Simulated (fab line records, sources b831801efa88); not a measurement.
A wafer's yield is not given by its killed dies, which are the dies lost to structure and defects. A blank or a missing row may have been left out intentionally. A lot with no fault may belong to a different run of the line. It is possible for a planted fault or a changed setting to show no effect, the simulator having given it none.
Chamber matching -- flow sky130 -- pecvd-01 running SKY_PASSIVATION_CVD_00: 3 sister chambers
The step deposits SiO2, target thk 90 nm. 6 wafers are shown with their chamber, then 10 later ones without.

== WAFERS PAIRED WITH THEIR CHAMBERS ==
wafer,chamber,heater power w (W)
L083.6,1,459
L088.1,1,466
L088.2,2,754
L088.3,0,657
L088.4,0,647
L088.5,2,738

== WAFERS WITHOUT THEIR CHAMBER ==
wafer,heater power w (W)
L088.6,467
L094.1,744
L094.2,436
L094.6,738
L095.1,721
L095.2,450
L095.6,458
L097.3,710
L097.4,692
L097.5,737

== CHAMBER TAKEN BY EACH ==
wafer,from the rows above,in truth
L088.6,1,1
L094.1,2,2
L094.2,1,1
L094.6,2,2
L095.1,2,2
L095.2,1,1
L095.6,1,1
L097.3,2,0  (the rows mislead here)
L097.4,can't be placed: 0 or 2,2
L097.5,2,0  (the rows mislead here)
7 of 10 placed correctly. Not placeable from these rows: 1 (in 1, the candidates include the true chamber). Placed wrongly: 2.
How it was worked out, from the rows above alone: a wafer's distance from a chamber is the root of the sum, over the readings, of the square of ((its reading less the chamber's mean) divided by the reading's scatter). If the next closest chamber is less than 2 further off than the closest, the wafer can't be placed; otherwise it belongs to the closest. For every chamber, the mean is computed from those of its wafers that are shown. The scatter: the root of (the sum of the squares of (reading less its chamber's mean) over the shown wafers, divided by (wafers less chambers)).
